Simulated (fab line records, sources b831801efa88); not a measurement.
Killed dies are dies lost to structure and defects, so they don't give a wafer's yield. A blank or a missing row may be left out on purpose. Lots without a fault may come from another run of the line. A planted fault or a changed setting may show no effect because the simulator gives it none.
One fault seen from 2 desks | flow gf180mcu | each desk has only its own numbers; what lay behind them comes last

THE TOOL OWNER'S DESK: rie_diel-04
The tool's own readings at GF_PASSIVATION_ETCH_11 (etches the open film in CF4/O2, stops on TiN, target depth 2040 nm, time 453.3 s): means of the sampled wafers that have a number, for each lot that ran on this tool. A lot is out of limits, marked OUT, if its mean lies more than 4 standard deviations from the usual mean; the brackets give that distance.
Columns: A = cf4_flow_sccm at GF_PASSIVATION_ETCH_11, usual 79.99 sccm; B = drypump_motor_current_A at GF_PASSIVATION_ETCH_11, usual 5.9 A; C = oes_product_au at GF_PASSIVATION_ETCH_11, usual 0.989 a.u.; D = throttle_valve_pct at GF_PASSIVATION_ETCH_11, usual 5.967 %
lot  | first seen here | A     | B   | C                | D
L308 | day 29 07:25    | 79.98 | 6.0 | 0.990            | 5.965
L322 | day 33 05:46    | 80.10 | 6.1 | 0.865 (-18) OUT  | 5.933
L323 | day 33 09:54    | 80.04 | 5.4 | 0.925 (-9.5) OUT | 5.944
This desk's finding: out of limits on L322, L323; first on L322, day 33 05:46 (oes_product_au at GF_PASSIVATION_ETCH_11). In limits: L308.

THE METROLOGY DESK
What the gauges read, lot by lot, whatever tool the lot ran on: means of the sampled wafers that have a number. A lot is out of limits, marked OUT, if its mean lies more than 4 standard deviations from the usual mean; the brackets give that distance.
Columns: A = TOP_METAL_ALCU_RS at GF_TOP_METAL_RS_MEAS_05, usual 0.0329 ohm/sq; B = TOP_METAL_ALCU_THK at GF_TOP_METAL_THK_MEAS_06, usual 893 nm
lot  | first seen here | A      | B
L308 | day 27 15:22    | 0.0327 | 904
L309 | day 27 22:20    | 0.0334 | 884
L310 | day 28 09:21    | 0.0326 | 897
L311 | day 28 14:13    | 0.0331 | 888
L317 | day 30 15:14    | 0.0327 | 899
L322 | day 31 19:37    | 0.0329 | 892
L323 | day 31 23:18    | 0.0333 | 890
L325 | day 32 11:58    | 0.0327 | 896
L326 | day 32 17:55    | 0.0329 | 898
L328 | day 33 08:13    | 0.0323 | 896
L330 | day 33 18:45    | 0.0332 | 874
This desk's finding: nothing out of limits on any of the 11 lots.

PUT TOGETHER
The tool owner's desk could have raised an alarm at day 33 05:46, on L322, L323.
The metrology desk saw nothing out of limits.
The metrology desk has L322, L323 on record, within its limits.
Of the lots named, all ran GF_PASSIVATION_ETCH_11 on rie_diel-04.

WHAT THE SIMULATOR HAD PUT IN
Process parameter drift: rie_diel-04, from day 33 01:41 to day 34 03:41, at GF_PASSIVATION_ETCH_11. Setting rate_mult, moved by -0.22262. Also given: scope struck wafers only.
Lots struck among those shown: L322, L323.
Hours from the fault's start to each desk's first reading out of limits: the tool owner's desk, 4.
